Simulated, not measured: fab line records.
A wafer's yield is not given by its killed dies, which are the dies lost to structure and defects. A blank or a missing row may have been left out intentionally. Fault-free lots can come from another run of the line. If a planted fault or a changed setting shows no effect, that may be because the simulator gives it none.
fab line records -- flow sky130
record lots=12, wafers=34, last_day=50
route steps=708 shown SONOS_ONO@185 GATE_OXIDE@197 CONTACT@420 VIA1@458
lots that met no fault: from a run of the same line without faults
start_h: hours from the record's opening day to when the first of the lot's shown wafers began -- wait_h: how many hours have passed since the lot's step before this one -- " identical to the entry in the row above -- L1.1+2: several wafers, shown together as one row -- - no value present, or no start provided -- * or withheld: withheld -- < > ~ a bound
route shown NAME@n: a module of which the file shows steps, and the number in the route of the first -- usual: average and standard deviation across the fault-free wafers -- same: alike in all rows -- chamber/n: place in a boat -- sites: per-site readings -- _std_site: how widely they spread, as a standard deviation -- _edge_site: inner sites' mean taken away from outer sites' mean -- radius_mm: how far each site lies from the wafer's centre -- mask NAME#n: copy n -- behind: the most recent tool/chamber to have shaped the wafer -- hold: the reason the lot was held/the length of the hold in hours/how it ended -- device: transistor that didn't switch, given as n, p or np -- end of line: the route-end tests of the same wafers -- a step without rows: its recipe alone -- killed: at the first sort, the dies lost to defects and structure; wafer yield is something else -- map: dies across one wafer; x = killed, . = not, _ = none there
set.NAME: the setting that was run; set.NAME@STEP: the one run at that earlier step -- model.NAME: the simulator's own value behind a step, which no gauge read
route steps across a sampled set of lots; one table per step, one row per wafer
services: a tool's chamber out of use, with start hour (start_h, from the record's first day; less than 0 if before it), hours out, and reason
## steps
# step SKY_SONOS_ONO_STRIP_17
# recipe chemistry=O2/N2, power_w=1400, pressure_mtorr=1500, platen_temp_c=withheld, o2_flow_sccm=3000, n2_flow_sccm=300, overash_fraction=0.5
# usual drypump_motor_current_A=5.4/0.4, oes_product_au=0.710/0.0048, strip_time_to_endpoint_s=14.09/0.032
lot.wafer,tool,chamber,start_h,wait_h,drypump_motor_current_A,oes_product_au,rf_hours_counter_h,strip_time_to_endpoint_s
L338.1,plasma_asher-03,0,298.26,0.0,5.3,0.713,16,14.04
L338.2,plasma_asher-03,1,298.26,0.0,5.2,0.703,16,14.07
L338.5,plasma_asher-03,1,298.26,0.0,5.2,0.711,-,14.06
L339.2,plasma_asher-01,0,303.85,0.0,6.1,0.714,62,14.13
L339.4,plasma_asher-01,0,303.85,0.0,6.1,0.706,-,14.10
L339.5,plasma_asher-01,0,303.85,0.0,6.1,0.712,-,14.09
L340.2,plasma_asher-03,1,311.79,0.0,5.2,0.709,17,14.06
L340.3,plasma_asher-03,0,311.79,0.0,5.3,0.708,-,14.09
L340.5,plasma_asher-03,1,311.79,0.0,5.2,0.705,-,14.05
L343.1,plasma_asher-04,0,340.91,0.0,5.1,0.715,52,14.08
L343.4,plasma_asher-04,0,340.91,0.0,5.1,0.708,-,14.07
L343.5,plasma_asher-04,0,340.91,0.0,5.1,0.709,-,14.09
L345.2,plasma_asher-04,1,353.67,0.0,5.8,0.710,53,14.11
L345.3,plasma_asher-04,0,353.67,0.0,5.1,0.712,-,14.04
L345.6,plasma_asher-04,1,353.67,0.0,5.8,0.711,-,14.03
L344.2,plasma_asher-03,0,354.63,0.0,5.3,0.704,22,14.04
L344.4,plasma_asher-03,0,354.63,0.0,5.3,0.707,-,14.12
L344.5,plasma_asher-03,0,354.63,0.0,5.3,0.711,-,14.03
L347.1,plasma_asher-04,0,361.54,0.0,5.1,0.708,54,14.13
L347.4,plasma_asher-04,0,361.54,0.0,5.1,0.715,-,14.13
L347.5,plasma_asher-04,0,361.54,0.0,5.1,0.709,-,14.14
L348.2,plasma_asher-03,1,373.23,0.0,5.2,0.711,24,14.13
L348.5,plasma_asher-03,1,373.23,0.0,5.2,0.710,-,14.11
L348.6,plasma_asher-03,0,373.23,0.0,5.3,0.697,-,14.12
L349.2,plasma_asher-04,1,382.69,0.0,5.9,0.711,56,14.06
L349.3,plasma_asher-04,0,382.69,0.0,5.1,0.705,-,14.06
L349.5,plasma_asher-04,0,382.69,0.0,5.1,0.703,-,14.13
L350.4,plasma_asher-01,1,392.06,0.0,5.0,0.716,-,14.11
L350.5,plasma_asher-01,1,392.06,0.0,5.0,0.709,-,14.09
L350.6,plasma_asher-01,0,392.06,0.0,6.1,0.711,-,14.06
L356.3,plasma_asher-03,1,442.60,0.0,5.2,0.718,-,14.10
L356.4,plasma_asher-03,0,442.60,0.0,5.3,0.713,-,14.11
L357.2,plasma_asher-04,0,453.69,0.0,5.1,0.719,64,14.11
L357.3,plasma_asher-04,1,453.69,0.0,5.8,0.713,-,14.08
# step SKY_GATE_OXIDE_OVL_MEAS_10
# usual GATE_OXIDE_OVL=0.0/1.3
lot.wafer,tool,chamber,start_h,wait_h,GATE_OXIDE_OVL[nm]
L338.1,overlay-02,-,325.46,0.1,-0.8
L338.2,overlay-02,-,325.46,0.1,-0.8
L338.5,overlay-02,-,325.46,0.1,-1.2
L339.2,overlay-01,-,332.22,0.1,1.0
L339.4,overlay-01,-,332.22,0.1,1.0
L339.5,overlay-01,-,332.22,0.1,1.5
L340.2,overlay-01,-,340.72,0.1,-0.4
L340.3,overlay-01,-,340.72,0.1,0.8
L340.5,overlay-01,-,340.72,0.1,1.1
L343.1,overlay-02,-,371.71,0.1,0.6
L343.4,overlay-02,-,371.71,0.1,2.2
L343.5,overlay-02,-,371.71,0.1,2.7
L345.2,overlay-02,-,383.42,0.1,1.5
L345.3,overlay-02,-,383.42,0.1,0.4
L345.6,overlay-02,-,383.42,0.1,-0.7
L344.2,overlay-01,-,384.72,0.1,-0.8
L344.4,overlay-01,-,384.72,0.1,-2.0
L344.5,overlay-01,-,384.72,0.1,-1.0
L347.1,overlay-02,-,392.06,0.1,-0.6
L347.4,overlay-02,-,392.06,0.1,0.6
L347.5,overlay-02,-,392.06,0.1,0.1
L348.2,overlay-02,-,403.46,0.1,0.3
L348.5,overlay-02,-,403.46,0.1,-0.4
L348.6,overlay-02,-,403.46,0.1,1.3
L349.2,overlay-01,-,415.27,0.1,0.5
L349.3,overlay-01,-,415.27,0.1,-0.6
L349.5,overlay-01,-,415.27,0.1,-0.1
L350.4,overlay-01,-,424.97,0.1,0.6
L350.5,overlay-01,-,424.97,0.1,0.0
L350.6,overlay-01,-,424.97,0.1,-1.5
L356.3,overlay-01,-,475.67,0.1,-1.7
L356.4,overlay-01,-,475.67,0.1,-2.5
L357.2,overlay-02,-,486.30,0.1,-0.5
L357.3,overlay-02,-,486.30,0.1,-1.0
# step SKY_CONTACT_CD_MEAS_14
# recipe target_cd_nm=170
# usual cd_nm=169.9/1.4
lot.wafer,tool,chamber,start_h,wait_h,cd_nm
L338.1,cd_sem-01,-,754.20,-,169.4
L338.2,cd_sem-01,-,754.20,-,169.5
L338.5,cd_sem-01,-,754.20,-,168.6
L339.2,cd_sem-01,-,760.59,-,172.7
L339.4,cd_sem-01,-,760.59,-,170.1
L339.5,cd_sem-01,-,760.59,-,170.7
L340.2,cd_sem-01,-,767.14,-,172.3
L340.3,cd_sem-01,-,767.14,-,172.8
L340.5,cd_sem-01,-,767.14,-,173.0
L343.1,cd_sem-01,-,796.40,-,171.2
L343.4,cd_sem-01,-,796.40,-,170.2
L343.5,cd_sem-01,-,796.40,-,169.5
L345.2,cd_sem-01,-,806.89,-,168.1
L345.3,cd_sem-01,-,806.89,-,168.6
L345.6,cd_sem-01,-,806.89,-,168.0
L344.2,cd_sem-01,-,811.92,-,168.6
L344.4,cd_sem-01,-,811.92,-,170.5
L344.5,cd_sem-01,-,811.92,-,170.6
L347.1,cd_sem-01,-,814.27,-,169.8
L347.4,cd_sem-01,-,814.27,-,168.8
L347.5,cd_sem-01,-,814.27,-,167.7
L348.2,cd_sem-02,-,827.37,-,169.9
L348.5,cd_sem-02,-,827.37,-,169.8
L348.6,cd_sem-02,-,827.37,-,169.5
L349.2,cd_sem-02,-,835.82,-,169.2
L349.3,cd_sem-02,-,835.82,-,168.7
L349.5,cd_sem-02,-,835.82,-,169.0
L350.4,cd_sem-02,-,842.06,-,168.3
L350.5,cd_sem-02,-,842.06,-,169.0
L350.6,cd_sem-02,-,842.06,-,169.1
L356.3,cd_sem-01,-,888.66,-,167.8
L356.4,cd_sem-01,-,888.66,-,166.9
L357.2,cd_sem-01,-,892.98,-,169.4
L357.3,cd_sem-01,-,892.98,-,171.1
# step SKY_VIA1_HDPCVD_00
# recipe material=SiO2, target_thk_nm=1030, sigma_open_frac=0.3, time_s=171.7, temp_c=400, sih4_flow_sccm=60, pressure_mtorr=6
# usual pressure_mtorr=5.999/0.012, run_length_s=199.4/0.38, sih4_flow_sccm=60.01/0.18
lot.wafer,tool,chamber,start_h,wait_h,pressure_mtorr,run_length_s,sih4_flow_sccm
L338.1,hdpcvd-02,2,784.02,0.0,5.994,199.4,59.80
L338.2,hdpcvd-02,0,784.02,0.0,6.011,199.3,60.08
L338.5,hdpcvd-02,0,784.02,0.0,5.995,198.7,59.91
L339.2,hdpcvd-02,0,789.65,0.0,5.982,199.3,60.06
L339.4,hdpcvd-02,2,789.65,0.0,5.995,199.4,59.89
L339.5,hdpcvd-02,1,789.65,0.0,5.984,199.6,59.97
L340.2,hdpcvd-01,0,796.72,0.0,6.011,199.2,60.08
L340.3,hdpcvd-01,1,796.72,0.0,5.986,199.3,59.77
L340.5,hdpcvd-01,2,796.72,0.0,5.984,199.6,59.72
L343.1,hdpcvd-02,0,826.30,0.0,5.973,199.0,59.95
L343.4,hdpcvd-02,0,826.30,0.0,5.986,198.7,60.36
L343.5,hdpcvd-02,1,826.30,0.0,6.027,199.6,60.28
L345.2,hdpcvd-02,1,836.16,0.0,6.010,199.3,59.83
L345.3,hdpcvd-02,2,836.16,0.0,5.979,200.1,59.97
L345.6,hdpcvd-02,1,836.16,0.0,6.012,200.0,60.00
L344.2,hdpcvd-02,0,841.45,0.0,6.019,198.7,60.31
L344.4,hdpcvd-02,1,841.45,0.0,6.009,199.4,59.88
L344.5,hdpcvd-02,0,841.45,0.0,6.011,198.8,59.92
L347.1,hdpcvd-02,0,843.86,0.0,5.996,199.1,60.25
L347.4,hdpcvd-02,0,843.86,0.0,5.990,199.2,60.05
L347.5,hdpcvd-02,1,843.86,0.0,6.003,199.8,60.14
L348.2,hdpcvd-02,1,856.66,0.0,5.993,199.1,60.08
L348.5,hdpcvd-02,1,856.66,0.0,5.982,199.1,59.99
L348.6,hdpcvd-02,0,856.66,0.0,6.007,198.9,60.20
L349.2,hdpcvd-01,2,864.70,0.0,6.004,199.8,60.31
L349.3,hdpcvd-01,0,864.70,0.0,6.005,199.9,60.26
L349.5,hdpcvd-01,2,864.70,0.0,6.001,199.7,59.99
L350.4,hdpcvd-01,0,871.26,0.1,5.985,199.0,60.16
L350.5,hdpcvd-01,1,871.26,0.1,5.989,199.4,60.32
L350.6,hdpcvd-01,2,871.26,0.1,6.007,199.5,60.09
L356.3,hdpcvd-02,1,916.28,0.0,6.011,186.3,60.03
L356.4,hdpcvd-02,2,916.28,0.0,6.010,199.5,60.04
L357.2,hdpcvd-02,2,920.84,0.0,5.996,199.9,60.03
L357.3,hdpcvd-02,0,920.84,0.0,5.990,185.7,59.87
# step SKY_VIA1_THK_MEAS_01
# recipe reads=SiO2_of_VIA1_HDPCVD_00
# usual VIA1_HDPCVD_THK=1026/13
lot.wafer,tool,chamber,start_h,wait_h,VIA1_HDPCVD_THK[nm]
L338.1,film_metro-03,-,784.13,0.1,1036
L338.2,film_metro-03,-,784.13,0.1,1034
L338.5,film_metro-03,-,784.13,0.1,1030
L339.2,film_metro-02,-,789.77,0.1,1021
L339.4,film_metro-02,-,789.77,0.1,1030
L339.5,film_metro-02,-,789.77,0.1,999
L340.2,film_metro-01,-,796.84,0.1,1040
L340.3,film_metro-01,-,796.84,0.1,1026
L340.5,film_metro-01,-,796.84,0.1,1018
L343.1,film_metro-01,-,826.41,0.1,1027
L343.4,film_metro-01,-,826.41,0.1,1021
L343.5,film_metro-01,-,826.41,0.1,1012
L345.2,film_metro-01,-,836.28,0.1,1014
L345.3,film_metro-01,-,836.28,0.1,1043
L345.6,film_metro-01,-,836.28,0.1,1016
L344.2,film_metro-01,-,841.63,0.1,1025
L344.4,film_metro-01,-,841.63,0.1,1024
L344.5,film_metro-01,-,841.63,0.1,1027
L347.1,film_metro-02,-,844.02,0.1,1032
L347.4,film_metro-02,-,844.02,0.1,1033
L347.5,film_metro-02,-,844.02,0.1,1005
L348.2,film_metro-02,-,856.78,0.1,1017
L348.5,film_metro-02,-,856.78,0.1,1039
L348.6,film_metro-02,-,856.78,0.1,1054
L349.2,film_metro-02,-,864.82,0.1,1013
L349.3,film_metro-02,-,864.82,0.1,1027
L349.5,film_metro-02,-,864.82,0.1,1016
L350.4,film_metro-03,-,871.35,0.0,1024
L350.5,film_metro-03,-,871.35,0.0,1016
L350.6,film_metro-03,-,871.35,0.0,1013
L356.3,film_metro-01,-,916.41,0.1,930
L356.4,film_metro-01,-,916.41,0.1,1043
L357.2,film_metro-01,-,920.96,0.1,1026
L357.3,film_metro-01,-,920.96,0.1,946
## services
tool,chamber,start_h,hours,kind
plasma_asher-04,-,308.94,3.7,repair
hdpcvd-01,2,349.73,6.8,repair
plasma_asher-01,-,354.91,8.8,repair
hdpcvd-01,-,366.25,15.0,pm
plasma_asher-01,-,375.18,12.4,pm
hdpcvd-01,-,395.11,0.9,repair
plasma_asher-03,-,433.61,1.2,repair
hdpcvd-02,1,453.89,23.4,repair
plasma_asher-03,-,482.86,15.6,pm
plasma_asher-03,-,505.02,1.6,repair
hdpcvd-02,-,529.96,2.8,pm
hdpcvd-02,2,535.13,3.3,repair
hdpcvd-02,0,536.89,7.8,repair
plasma_asher-03,-,592.60,2.2,repair
hdpcvd-02,2,637.82,22.2,repair
hdpcvd-02,-,650.75,15.0,pm
hdpcvd-01,1,663.02,2.8,repair
hdpcvd-02,-,665.96,14.6,pm
plasma_asher-04,-,703.91,2.8,pm
hdpcvd-02,-,761.63,1.4,repair
hdpcvd-02,-,763.69,6.0,pm
hdpcvd-02,2,837.07,13.6,repair
hdpcvd-01,-,842.22,1.7,repair
hdpcvd-01,-,920.50,14.6,pm
## key
first_sign step=SKY_VIA1_HDPCVD_00, reading=run_length_s, direction=down, sigmas=35, usual=*, struck=*
effect step=SKY_VIA1_THK_MEAS_01, reading=VIA1_HDPCVD_THK, direction=down, sigmas=6.9, usual=1026, struck=938
met_at SKY_VIA1_HDPCVD_00
struck_lots L356,L357
struck_wafers L356.3,L357.3
not_acting_at SKY_SONOS_ONO_STRIP_17,SKY_GATE_OXIDE_OVL_MEAS_10,SKY_CONTACT_CD_MEAS_14
onset_between 856.66 916.28
fault kind=process_parameter_drift, tool=hdpcvd-02, chamber=-, onset_h=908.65, steps=SKY_VIA1_HDPCVD_00, channel=time_s, offset=*, shape=step, end_h=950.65, scope=struck_wafers_only, acts_in=*, stated=*
